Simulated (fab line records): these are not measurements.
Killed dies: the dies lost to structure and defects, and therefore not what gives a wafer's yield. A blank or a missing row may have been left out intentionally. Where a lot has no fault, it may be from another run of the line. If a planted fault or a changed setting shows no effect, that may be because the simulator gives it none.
What tool caused it? :: flow gf180mcu :: 6 lots, 18 wafers sampled, at 2 steps of a route of 602

WHAT THE GAUGES SHOWED, per wafer
GF_DUAL_GATE_THK_MEAS_03.
lot: L831
measured: day 8 00:06
on: film metro-01
DUAL_GATE_OXIDATION_00_THK (nm): 10.78 11.03 10.94

lot: L833
measured: day 8 13:02
on: film metro-01
DUAL_GATE_OXIDATION_00_THK (nm): 10.71 10.72 10.58

lot: L838
measured: day 9 22:32
on: film metro-03
DUAL_GATE_OXIDATION_00_THK (nm): 10.96 11.02 11.03

lot: L842
measured: day 11 06:03
on: film metro-01
DUAL_GATE_OXIDATION_00_THK (nm): 10.90 10.97 11.12

lot: L847
measured: day 12 10:58
on: film metro-04
DUAL_GATE_OXIDATION_00_THK (nm): 17.26 17.36 17.43

lot: L850
measured: day 13 08:13
on: film metro-01
DUAL_GATE_OXIDATION_00_THK (nm): 10.94 10.83 11.14

EACH LOT AND THE TOOL THAT RAN IT (in order: tool; ch and the chambers of the sampled wafers; start)
lot: L831
GF_DUAL_GATE_OXIDATION_02: furnace-02 ch 0, day 7 22:31

lot: L833
GF_DUAL_GATE_OXIDATION_02: furnace-02 ch 0, day 8 11:35

lot: L838
GF_DUAL_GATE_OXIDATION_02: furnace-01 ch 0, day 9 21:04

lot: L842
GF_DUAL_GATE_OXIDATION_02: furnace-02 ch 0, day 11 04:36

lot: L847
GF_DUAL_GATE_OXIDATION_02: furnace-02 ch 0, day 12 09:31

lot: L850
GF_DUAL_GATE_OXIDATION_02: furnace-01 ch 0, day 13 06:46
- GF_DUAL_GATE_OXIDATION_02: stabilise 600 s, purge 300 s, target thk 10.887 nm.

THE ANSWER, worked out from the rows above alone
Rule: the lots themselves supply what counts as usual. The widest of any qualifying gaps counts: lots, ordered by their means at a reading, are off when they make up no more than a third of the lots, leave a main group of 4 or more, and stand apart from it by 3 or more times the standard deviation of that group's means. The tables above print the reading to a certain number of digits; a main group whose means all agree to those digits is not used. Also off: a lot with no number at a reading for which 4 or more lots have one. All remaining lots with rows at the step are treated as sound.
Off: L847, seen at GF_DUAL_GATE_THK_MEAS_03 (DUAL_GATE_OXIDATION_00_THK). The main group: mean 10.91 nm, standard deviation 0.12.
A tool fits if, at a process step before that reading, it ran every lot that is off, and no sound lot after the first of them. Gauges at GF_DUAL_GATE_THK_MEAS_03: tried the same way as those tools. This does not decide it: 2 tools fit, namely furnace-02 at GF_DUAL_GATE_OXIDATION_02 and film metro-04 at GF_DUAL_GATE_THK_MEAS_03.

WHAT THE SIMULATOR PUT IN
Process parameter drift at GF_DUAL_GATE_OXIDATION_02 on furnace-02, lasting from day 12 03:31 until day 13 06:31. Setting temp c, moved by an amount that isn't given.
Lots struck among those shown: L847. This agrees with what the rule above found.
